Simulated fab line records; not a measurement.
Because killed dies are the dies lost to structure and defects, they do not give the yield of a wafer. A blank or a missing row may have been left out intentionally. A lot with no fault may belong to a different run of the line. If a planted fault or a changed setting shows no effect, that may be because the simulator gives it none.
fab line records || flow sky130
record {"lots": 14, "wafers": 40, "last_day": 51}
route steps=708 shown VIA1@482 PAD_OPEN@708
lots that met no fault: taken from a fault-free run of the same line
start_h: start of the lot's first displayed wafer, in hours after the record's first day || wait_h: how many hours have passed since the lot's step before this one || " unchanged from the row above || L1.1+2: one row covering several wafers at once || - either no value or no given start || * or withheld: withheld || < > ~ a bound
route shown NAME@n: NAME is a module with steps in the file, n the number in the route of the first one || usual: mean/standard deviation taken from wafers without a fault || same: alike in all rows || chamber/n: place in a boat || sites: readings site by site || _std_site: the standard deviation of these || _edge_site: outer sites' mean less inner sites' || radius_mm: how far each site lies from the wafer's centre || mask NAME#n: copy n || behind: the most recent tool/chamber to have shaped the wafer || hold: why the lot went on hold/how many hours it stayed there/how the hold came to an end || device: whichever transistor did not switch (one of n, p or np) || end of line: tests run on the same wafers once the route is complete || step lacking rows: just its recipe || killed: dies that structure and defects cost at the first sort, which is not the same as the wafer's yield || map: dies across one wafer; x = killed, . = not, _ = none there
set.NAME: the run value of the setting; set.NAME@STEP: its run value at that earlier step || model.NAME: the simulator's own value behind a step, which no gauge read
the route's steps for a sample of lots (tables are steps, rows are wafers)
services: from which hour (start_h, from the record's first day; less than 0 if before it) a tool's chamber was out of use, for how many hours, and why
## steps
# step SKY_VIA1_CMP_24
# recipe {"stop_on": "SiO2", "t_overpolish_s": 15, "down_force_psi": 3.5, "platen_rpm": 60, "target_thk_nm": 0, "pad_velocity_m_s": 0.94248}
# usual {"motor_current_A": "11.0/0.88", "overpolish_run_s": "14.999/0.009", "time_to_endpoint_s": "67/3.7"}
{"lot.wafer": "L729.3", "tool": "cmp-01", "chamber": 0, "start_h": 792.66, "wait_h": 0.0, "motor_current_A": 10.8, "overpolish_run_s": 15.001, "time_to_endpoint_s": 64}
{"lot.wafer": "L729.4", "tool": "cmp-01", "chamber": 1, "start_h": 792.66, "wait_h": 0.0, "motor_current_A": 12.2, "overpolish_run_s": 14.994, "time_to_endpoint_s": 66}
{"lot.wafer": "L729.6", "tool": "cmp-01", "chamber": 1, "start_h": 792.66, "wait_h": 0.0, "motor_current_A": 12.2, "overpolish_run_s": 14.985, "time_to_endpoint_s": 70}
{"lot.wafer": "L730.1", "tool": "cmp-02", "chamber": 0, "start_h": 796.06, "wait_h": 0.1, "motor_current_A": 10.0, "overpolish_run_s": 15.010, "time_to_endpoint_s": 65}
{"lot.wafer": "L730.4", "tool": "cmp-02", "chamber": 1, "start_h": 796.06, "wait_h": 0.1, "motor_current_A": 10.2, "overpolish_run_s": 14.987, "time_to_endpoint_s": 60}
{"lot.wafer": "L730.5", "tool": "cmp-02", "chamber": 3, "start_h": 796.06, "wait_h": 0.1, "motor_current_A": 10.9, "overpolish_run_s": 14.998, "time_to_endpoint_s": 69}
{"lot.wafer": "L731.3", "tool": "cmp-01", "chamber": 0, "start_h": 803.80, "wait_h": 0.2, "motor_current_A": 11.1, "overpolish_run_s": 15.000, "time_to_endpoint_s": 67}
{"lot.wafer": "L731.1", "tool": "cmp-01", "chamber": 1, "start_h": 803.80, "wait_h": 0.2, "motor_current_A": 13.0, "overpolish_run_s": 15.000, "time_to_endpoint_s": 73}
{"lot.wafer": "L731.5", "tool": "cmp-01", "chamber": 2, "start_h": 803.80, "wait_h": 0.2, "motor_current_A": 11.4, "overpolish_run_s": 14.994, "time_to_endpoint_s": 68}
{"lot.wafer": "L732.1", "tool": "cmp-01", "chamber": 3, "start_h": 814.06, "wait_h": 0.1, "motor_current_A": 10.3, "overpolish_run_s": 14.985, "time_to_endpoint_s": 66}
{"lot.wafer": "L732.2", "tool": "cmp-01", "chamber": 1, "start_h": 814.06, "wait_h": 0.1, "motor_current_A": 12.4, "overpolish_run_s": 15.016, "time_to_endpoint_s": 71}
{"lot.wafer": "L732.5", "tool": "cmp-01", "chamber": 0, "start_h": 814.06, "wait_h": 0.1, "motor_current_A": 10.9, "overpolish_run_s": 15.002, "time_to_endpoint_s": 68}
{"lot.wafer": "L733.3", "tool": "cmp-01", "chamber": 1, "start_h": 822.36, "wait_h": 0.0, "motor_current_A": 12.9, "overpolish_run_s": 14.995, "time_to_endpoint_s": 66}
{"lot.wafer": "L733.1", "tool": "cmp-01", "chamber": 0, "start_h": 822.36, "wait_h": 0.0, "motor_current_A": 11.3, "overpolish_run_s": 15.003, "time_to_endpoint_s": 62}
{"lot.wafer": "L733.5", "tool": "cmp-01", "chamber": 2, "start_h": 822.36, "wait_h": 0.0, "motor_current_A": 11.2, "overpolish_run_s": 14.988, "time_to_endpoint_s": 62}
{"lot.wafer": "L734.1", "tool": "cmp-01", "chamber": 2, "start_h": 833.23, "wait_h": 0.1, "motor_current_A": 11.0, "overpolish_run_s": 15.012, "time_to_endpoint_s": 66}
{"lot.wafer": "L734.3", "tool": "cmp-01", "chamber": 3, "start_h": 833.23, "wait_h": 0.1, "motor_current_A": 9.6, "overpolish_run_s": 14.993, "time_to_endpoint_s": 63}
{"lot.wafer": "L734.4", "tool": "cmp-01", "chamber": 0, "start_h": 833.23, "wait_h": 0.1, "motor_current_A": 11.2, "overpolish_run_s": 15.015, "time_to_endpoint_s": 60}
{"lot.wafer": "L735.3", "tool": "cmp-02", "chamber": 3, "start_h": 837.81, "wait_h": 0.0, "motor_current_A": 10.6, "overpolish_run_s": 14.999, "time_to_endpoint_s": 71}
{"lot.wafer": "L735.2", "tool": "cmp-02", "chamber": 0, "start_h": 837.81, "wait_h": 0.0, "motor_current_A": 9.5, "overpolish_run_s": 14.979, "time_to_endpoint_s": 68}
{"lot.wafer": "L735.4", "tool": "cmp-02", "chamber": 2, "start_h": 837.81, "wait_h": 0.0, "motor_current_A": 10.9, "overpolish_run_s": 15.000, "time_to_endpoint_s": 68}
{"lot.wafer": "L736.2", "tool": "cmp-01", "chamber": 1, "start_h": 848.41, "wait_h": 0.1, "motor_current_A": 12.6, "overpolish_run_s": 15.009, "time_to_endpoint_s": 69}
{"lot.wafer": "L736.3", "tool": "cmp-01", "chamber": 2, "start_h": 848.41, "wait_h": 0.1, "motor_current_A": 11.3, "overpolish_run_s": 14.986, "time_to_endpoint_s": 64}
{"lot.wafer": "L736.6", "tool": "cmp-01", "chamber": 0, "start_h": 848.41, "wait_h": 0.1, "motor_current_A": 10.6, "overpolish_run_s": 15.000, "time_to_endpoint_s": 63}
{"lot.wafer": "L739.3", "tool": "cmp-02", "chamber": 3, "start_h": 866.15, "wait_h": 0.0, "motor_current_A": 10.9, "overpolish_run_s": 14.993, "time_to_endpoint_s": 73}
{"lot.wafer": "L739.2", "tool": "cmp-02", "chamber": 1, "start_h": 866.15, "wait_h": 0.0, "motor_current_A": 10.6, "overpolish_run_s": 15.001, "time_to_endpoint_s": 63}
{"lot.wafer": "L739.5", "tool": "cmp-02", "chamber": 3, "start_h": 866.15, "wait_h": 0.0, "motor_current_A": 10.8, "overpolish_run_s": 14.998, "time_to_endpoint_s": 71}
{"lot.wafer": "L740.3", "tool": "cmp-01", "chamber": 0, "start_h": 876.96, "wait_h": 0.0, "motor_current_A": 11.2, "overpolish_run_s": 14.992, "time_to_endpoint_s": 62}
{"lot.wafer": "L740.5", "tool": "cmp-01", "chamber": 0, "start_h": 876.96, "wait_h": 0.0, "motor_current_A": 11.0, "overpolish_run_s": 0.040, "time_to_endpoint_s": 103}
{"lot.wafer": "L741.3", "tool": "cmp-01", "chamber": 3, "start_h": 885.04, "wait_h": 0.2, "motor_current_A": 10.0, "overpolish_run_s": 14.994, "time_to_endpoint_s": 64}
{"lot.wafer": "L741.5", "tool": "cmp-01", "chamber": 2, "start_h": 885.04, "wait_h": 0.2, "motor_current_A": 11.4, "overpolish_run_s": 0.046, "time_to_endpoint_s": 105}
{"lot.wafer": "L750.4", "tool": "cmp-01", "chamber": 3, "start_h": 949.12, "wait_h": 0.0, "motor_current_A": 10.3, "overpolish_run_s": 15.011, "time_to_endpoint_s": 65}
{"lot.wafer": "L750.2", "tool": "cmp-01", "chamber": 2, "start_h": 949.12, "wait_h": 0.0, "motor_current_A": 11.1, "overpolish_run_s": 15.008, "time_to_endpoint_s": 68}
{"lot.wafer": "L750.5", "tool": "cmp-01", "chamber": 0, "start_h": 949.12, "wait_h": 0.0, "motor_current_A": 10.9, "overpolish_run_s": 14.992, "time_to_endpoint_s": 62}
{"lot.wafer": "L751.4", "tool": "cmp-01", "chamber": 1, "start_h": 951.52, "wait_h": 0.1, "motor_current_A": 12.2, "overpolish_run_s": 14.987, "time_to_endpoint_s": 74}
{"lot.wafer": "L751.2", "tool": "cmp-01", "chamber": 2, "start_h": 951.52, "wait_h": 0.1, "motor_current_A": 11.3, "overpolish_run_s": 14.996, "time_to_endpoint_s": 71}
{"lot.wafer": "L751.5", "tool": "cmp-01", "chamber": 1, "start_h": 951.52, "wait_h": 0.1, "motor_current_A": 12.4, "overpolish_run_s": 14.992, "time_to_endpoint_s": 76}
{"lot.wafer": "L752.1", "tool": "cmp-01", "chamber": 0, "start_h": 985.30, "wait_h": 0.1, "motor_current_A": 10.5, "overpolish_run_s": 15.001, "time_to_endpoint_s": 70}
{"lot.wafer": "L752.3", "tool": "cmp-01", "chamber": 3, "start_h": 985.30, "wait_h": 0.1, "motor_current_A": 10.2, "overpolish_run_s": 15.014, "time_to_endpoint_s": 68}
{"lot.wafer": "L752.6", "tool": "cmp-01", "chamber": 0, "start_h": 985.30, "wait_h": 0.1, "motor_current_A": 10.3, "overpolish_run_s": 14.986, "time_to_endpoint_s": 71}
# step SKY_PAD_OPEN_PROBE_99
# usual {"defect_limited_yield": "82.6/1.8", "killed_at_M0_to_M3": "43/6.5", "killed_at_M4_up": "3.1/1.8", "killed_at_contacts": "24/5.6", "killed_at_front_end": "15/4.2", "killed_at_other": "0.3/0.5", "killed_dies": "86/8.9", "killed_on_rim": "17/4.3", "killed_open": "47/6.9", "killed_short": "39/5.9", "sort_bin_3_pad_short": "0.9/0.39", "sort_bin_5_function": "10.4/1.6", "sort_bin_6_memory": "6.2/1", "sort_n_pass": "406/8.9", "sort_yield_pct": "82.6/1.8"}
# same {"gross_dies": 492, "killed_at_back_side": 0, "sort_bin_4_leakage[%]": 0, "sort_bin_8_speed[%]": 0}
{"lot.wafer": "L735.2", "tool": "prober-02", "chamber": "-", "start_h": 1109.98, "wait_h": 0.1, "defect_limited_yield[%]": 84.8, "killed_at_M0_to_M3": 42, "killed_at_M4_up": 3, "killed_at_contacts": 21, "killed_at_front_end": 9, "killed_at_other": 0, "killed_dies": 75, "killed_on_rim": 18, "killed_open": 45, "killed_short": 30, "sort_bin_3_pad_short[%]": 0.6, "sort_bin_5_function[%]": 8.1, "sort_bin_6_memory[%]": 6.5, "sort_n_pass": 417, "sort_yield_pct[%]": 84.8}
{"lot.wafer": "L735.3", "tool": "prober-02", "chamber": "-", "start_h": 1110.03, "wait_h": 0.2, "defect_limited_yield[%]": 83.9, "killed_at_M0_to_M3": 40, "killed_at_M4_up": 3, "killed_at_contacts": 17, "killed_at_front_end": 19, "killed_at_other": 0, "killed_dies": 79, "killed_on_rim": 16, "killed_open": 37, "killed_short": 42, "sort_bin_3_pad_short[%]": 0.8, "sort_bin_5_function[%]": 11.0, "sort_bin_6_memory[%]": 4.3, "sort_n_pass": 413, "sort_yield_pct[%]": 83.9}
{"lot.wafer": "L735.4", "tool": "prober-02", "chamber": "-", "start_h": 1110.08, "wait_h": 0.2, "defect_limited_yield[%]": 83.5, "killed_at_M0_to_M3": 52, "killed_at_M4_up": 2, "killed_at_contacts": 20, "killed_at_front_end": 7, "killed_at_other": 0, "killed_dies": 81, "killed_on_rim": 14, "killed_open": 42, "killed_short": 39, "sort_bin_3_pad_short[%]": 1.2, "sort_bin_5_function[%]": 11.2, "sort_bin_6_memory[%]": 4.1, "sort_n_pass": 411, "sort_yield_pct[%]": 83.5}
{"lot.wafer": "L739.2", "tool": "prober-02", "chamber": "-", "start_h": 1129.44, "wait_h": 0.1, "defect_limited_yield[%]": 81.9, "killed_at_M0_to_M3": 51, "killed_at_M4_up": 1, "killed_at_contacts": 21, "killed_at_front_end": 15, "killed_at_other": 1, "killed_dies": 89, "killed_on_rim": 17, "killed_open": 46, "killed_short": 43, "sort_bin_3_pad_short[%]": 0.6, "sort_bin_5_function[%]": 11.2, "sort_bin_6_memory[%]": 6.3, "sort_n_pass": 403, "sort_yield_pct[%]": 81.9}
{"lot.wafer": "L739.3", "tool": "prober-02", "chamber": "-", "start_h": 1129.49, "wait_h": 0.2, "defect_limited_yield[%]": 79.5, "killed_at_M0_to_M3": 42, "killed_at_M4_up": 5, "killed_at_contacts": 40, "killed_at_front_end": 14, "killed_at_other": 0, "killed_dies": 101, "killed_on_rim": 22, "killed_open": 62, "killed_short": 39, "sort_bin_3_pad_short[%]": 1.4, "sort_bin_5_function[%]": 12.6, "sort_bin_6_memory[%]": 6.5, "sort_n_pass": 391, "sort_yield_pct[%]": 79.5}
{"lot.wafer": "L739.5", "tool": "prober-02", "chamber": "-", "start_h": 1129.59, "wait_h": 0.2, "defect_limited_yield[%]": 81.5, "killed_at_M0_to_M3": 53, "killed_at_M4_up": 1, "killed_at_contacts": 25, "killed_at_front_end": 10, "killed_at_other": 2, "killed_dies": 91, "killed_on_rim": 19, "killed_open": 50, "killed_short": 41, "sort_bin_3_pad_short[%]": 1.2, "sort_bin_5_function[%]": 9.6, "sort_bin_6_memory[%]": 7.7, "sort_n_pass": 401, "sort_yield_pct[%]": 81.5}
{"lot.wafer": "L740.3", "tool": "prober-01", "chamber": "-", "start_h": 1136.70, "wait_h": 0.2, "defect_limited_yield[%]": 81.3, "killed_at_M0_to_M3": 46, "killed_at_M4_up": 7, "killed_at_contacts": 17, "killed_at_front_end": 22, "killed_at_other": 0, "killed_dies": 92, "killed_on_rim": 20, "killed_open": 51, "killed_short": 41, "sort_bin_3_pad_short[%]": 0.6, "sort_bin_5_function[%]": 10.8, "sort_bin_6_memory[%]": 7.3, "sort_n_pass": 400, "sort_yield_pct[%]": 81.3}
{"lot.wafer": "L740.5", "tool": "prober-01", "chamber": "-", "start_h": 1136.80, "wait_h": 0.2, "defect_limited_yield[%]": 0, "killed_at_M0_to_M3": 457, "killed_at_M4_up": 1, "killed_at_contacts": 21, "killed_at_front_end": 13, "killed_at_other": 0, "killed_dies": 492, "killed_on_rim": 96, "killed_open": 47, "killed_short": 37, "sort_bin_3_pad_short[%]": 83.3, "sort_bin_5_function[%]": 11.0, "sort_bin_6_memory[%]": 5.7, "sort_n_pass": 0, "sort_yield_pct[%]": 0}
{"lot.wafer": "L741.3", "tool": "prober-02", "chamber": "-", "start_h": 1145.38, "wait_h": 0.2, "defect_limited_yield[%]": 80.9, "killed_at_M0_to_M3": 47, "killed_at_M4_up": 3, "killed_at_contacts": 30, "killed_at_front_end": 14, "killed_at_other": 0, "killed_dies": 94, "killed_on_rim": 24, "killed_open": 57, "killed_short": 37, "sort_bin_3_pad_short[%]": 0.8, "sort_bin_5_function[%]": 11.4, "sort_bin_6_memory[%]": 6.9, "sort_n_pass": 398, "sort_yield_pct[%]": 80.9}
{"lot.wafer": "L741.5", "tool": "prober-02", "chamber": "-", "start_h": 1145.48, "wait_h": 0.2, "defect_limited_yield[%]": 0, "killed_at_M0_to_M3": 449, "killed_at_M4_up": 5, "killed_at_contacts": 25, "killed_at_front_end": 13, "killed_at_other": 0, "killed_dies": 492, "killed_on_rim": 96, "killed_open": 42, "killed_short": 38, "sort_bin_3_pad_short[%]": 85.0, "sort_bin_5_function[%]": 9.1, "sort_bin_6_memory[%]": 5.9, "sort_n_pass": 0, "sort_yield_pct[%]": 0}
# killed by level:class
L735.2 VIA1:geometric_particle:open=15 CONTACT:geometric_particle:open=11 LI_CONTACT:geometric_particle:open=6 FIELD_ISO:geometric_particle:short=5 VIA1:geometric_particle:short=5 VIA2:geometric_particle:short=5 METAL3:geometric_particle:short=4 VIA3:geometric_particle:open=3
L735.3 VIA1:geometric_particle:short=9 VIA1:geometric_particle:open=6 FIELD_ISO:geometric_particle:short=5 FIELD_ISO:geometric_particle:open=4 LI_CONTACT:geometric_particle:short=4 LI_CONTACT:geometric_particle:open=4 CONTACT:geometric_particle:open=4 VIA3:geometric_particle:open=4
L735.4 VIA1:geometric_particle:open=10 CONTACT:geometric_particle:open=9 VIA2:geometric_particle:open=9 METAL2:geometric_particle:short=8 METAL1:geometric_particle:short=7 LI_CONTACT:geometric_particle:open=6 VIA1:geometric_particle:short=5 VIA3:geometric_particle:short=4
L739.2 VIA1:geometric_particle:open=13 METAL1:geometric_particle:short=10 FIELD_ISO:geometric_particle:short=7 LI_CONTACT:geometric_particle:open=7 FIELD_ISO:geometric_particle:open=6 CONTACT:geometric_particle:open=6 VIA2:geometric_particle:open=6 METAL2:geometric_particle:short=5
L739.3 CONTACT:geometric_particle:open=24 VIA1:geometric_particle:open=11 METAL1:geometric_particle:short=10 VIA3:geometric_particle:open=7 POLY_GATE:geometric_particle:open=5 LI_CONTACT:geometric_particle:short=5 LI_CONTACT:geometric_particle:open=4 CONTACT:geometric_particle:short=4
L739.5 VIA1:geometric_particle:open=14 METAL2:geometric_particle:short=10 CONTACT:geometric_particle:open=9 VIA3:geometric_particle:open=6 VIA2:geometric_particle:open=6 FIELD_ISO:geometric_particle:short=4 LI_CONTACT:geometric_particle:open=4 LI_CONTACT:geometric_particle:short=4
L740.3 VIA1:geometric_particle:open=10 VIA3:geometric_particle:open=9 VIA2:geometric_particle:open=7 VIA1:geometric_particle:short=6 METAL1:geometric_particle:short=6 LI_CONTACT:geometric_particle:open=5 FIELD_ISO:geometric_particle:open=4 POLY_GATE:geometric_particle:open=4
L740.5 VIA1:area_cmp=408 CONTACT:geometric_particle:open=13 VIA1:geometric_particle:open=13 VIA2:geometric_particle:open=8 METAL1:geometric_particle:short=7 METAL2:geometric_particle:short=6 VIA2:geometric_particle:short=5 POLY_GATE:geometric_particle:open=4
L741.3 VIA1:geometric_particle:open=13 LI_CONTACT:geometric_particle:open=10 CONTACT:geometric_particle:open=7 VIA3:geometric_particle:open=6 VIA2:geometric_particle:open=5 FIELD_ISO:geometric_particle:open=4 CONTACT:geometric_particle:short=4 LOCAL_INTERCONNECT:geometric_particle:open=4
L741.5 VIA1:area_cmp=412 CONTACT:geometric_particle:open=8 VIA1:geometric_particle:open=8 VIA1:geometric_particle:short=7 VIA3:geometric_particle:open=6 CONTACT:geometric_particle:short=5 VIA2:geometric_particle:open=5 LI_CONTACT:geometric_particle:short=4
## services
{"tool": "cmp-02", "chamber": "-", "start_h": 770.27, "hours": 2.5, "kind": "repair"}
{"tool": "cmp-01", "chamber": "-", "start_h": 772.61, "hours": 15.7, "kind": "repair"}
{"tool": "cmp-01", "chamber": "-", "start_h": 824.60, "hours": 0.7, "kind": "repair"}
{"tool": "cmp-02", "chamber": "-", "start_h": 875.67, "hours": 2.1, "kind": "repair"}
{"tool": "cmp-01", "chamber": "-", "start_h": 912.15, "hours": 4.0, "kind": "pm"}
{"tool": "cmp-01", "chamber": "-", "start_h": 916.15, "hours": "-", "kind": "consumable_replace:conditioner"}
{"tool": "cmp-01", "chamber": "-", "start_h": 916.15, "hours": "-", "kind": "consumable_replace:pad"}
{"tool": "cmp-01", "chamber": "-", "start_h": 929.78, "hours": 1.9, "kind": "repair"}
{"tool": "cmp-02", "chamber": "-", "start_h": 933.75, "hours": 6.9, "kind": "pm"}
{"tool": "cmp-01", "chamber": "-", "start_h": 941.95, "hours": 0.9, "kind": "repair"}
{"tool": "cmp-02", "chamber": "-", "start_h": 951.22, "hours": 1.3, "kind": "repair"}
{"tool": "cmp-01", "chamber": "-", "start_h": 952.18, "hours": 0.5, "kind": "repair"}
{"tool": "cmp-02", "chamber": "-", "start_h": 983.91, "hours": 6.3, "kind": "repair"}
## key
first_sign {"step": "SKY_VIA1_CMP_24", "reading": "overpolish_run_s", "direction": "down", "sigmas": "99+", "usual": 14.999, "struck": 0.043}
effect {"step": "SKY_VIA1_CMP_24", "reading": "time_to_endpoint_s", "direction": "up", "sigmas": 10, "usual": "*", "struck": "*"}
effect {"step": "SKY_PAD_OPEN_PROBE_99", "reading": "sort_bin_3_pad_short", "direction": "up", "sigmas": "99+", "usual": 0.9, "struck": 84.1}
more_kills_born_at {"SKY_VIA1_CMP_24@cmp-01": 820}
met_at SKY_VIA1_CMP_24
struck_lots L740,L741
struck_wafers L740.5,L741.5
later_rows_left_out L740.5,L741.5
onset_between 848.41 876.96
fault {"kind": "process_parameter_drift", "tool": "cmp-01", "chamber": "-", "onset_h": 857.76, "steps": "SKY_VIA1_CMP_24", "channel": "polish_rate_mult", "offset": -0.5, "shape": "step", "end_h": 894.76, "scope": "struck_wafers_only"}
# later_rows_left_out: the simulator's readings of these wafers behind a module that went badly wrong aren't trusted and aren't shown, but for the sort
